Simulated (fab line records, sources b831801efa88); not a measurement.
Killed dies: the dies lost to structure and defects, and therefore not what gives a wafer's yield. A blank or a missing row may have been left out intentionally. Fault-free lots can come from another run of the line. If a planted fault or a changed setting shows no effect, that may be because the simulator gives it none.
Chamber matching | flow gf180mcu | GF_V5_CMP_04 on cmp-02: 4 sister chambers
The step polishes SiO2. 17 wafers are shown with their chamber, then 8 later ones without.

WAFERS, EACH WITH ITS CHAMBER
wafer  | chamber | motor_current_A (A)
L952.3 | 1       | 11.5
L952.5 | 0       | 10.9
L952.6 | 3       | 12.9
L955.1 | 3       | 13.5
L955.2 | 0       | 10.8
L955.3 | 2       | 13.1
L957.2 | 0       | 11.0
L957.3 | 1       | 11.4
L957.5 | 1       | 11.0
L958.2 | 3       | 12.4
L958.3 | 0       | 11.8
L958.5 | 2       | 12.9
L959.1 | 2       | 13.1
L959.3 | 1       | 10.7
L959.4 | 3       | 12.5
L960.3 | 2       | 13.3
L960.5 | 2       | 13.6

SIGNATURES, as means of the wafers listed above
reading         | chamber 0 | chamber 1 | chamber 2 | chamber 3 | scatter within a chamber
motor_current_A | 11.125    | 11.150    | 13.200    | 12.825    | 0.399
Rule: for each reading, subtract the chamber's mean from the wafer's reading, divide by that reading's scatter and square the result; add these up over the readings and take the root, which gives the wafer's distance from the chamber. The wafer belongs to the nearest chamber; if the next one is less than 2 further off, it can't be placed. How the scatter is found: for the shown wafers, subtract from each reading the mean of its chamber, square and add these, divide the total by (wafers less chambers), then take the root.

WAFERS WHOSE CHAMBER IS MISSING
wafer  | motor_current_A (A)
L960.6 | 13.5
L962.6 | 13.3
L963.2 | 11.3
L963.4 | 12.8
L963.5 | 11.0
L971.2 | 10.5
L971.3 | 12.6
L971.6 | 11.5

WHICH CHAMBER EACH WENT THROUGH
wafer  | from the rows above     | in truth
L960.6 | can't be placed: 2 or 3 | 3
L962.6 | can't be placed: 2 or 3 | 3
L963.2 | can't be placed: 1 or 0 | 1
L963.4 | can't be placed: 3 or 2 | 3
L963.5 | can't be placed: 0 or 1 | 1
L971.2 | can't be placed: 0 or 1 | 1
L971.3 | can't be placed: 3 or 2 | 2
L971.6 | can't be placed: 1 or 0 | 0
0 of 8 placed correctly. Cannot be placed on the basis of these rows: 8; the candidates contain the true chamber in 8. Number placed wrongly: 0.
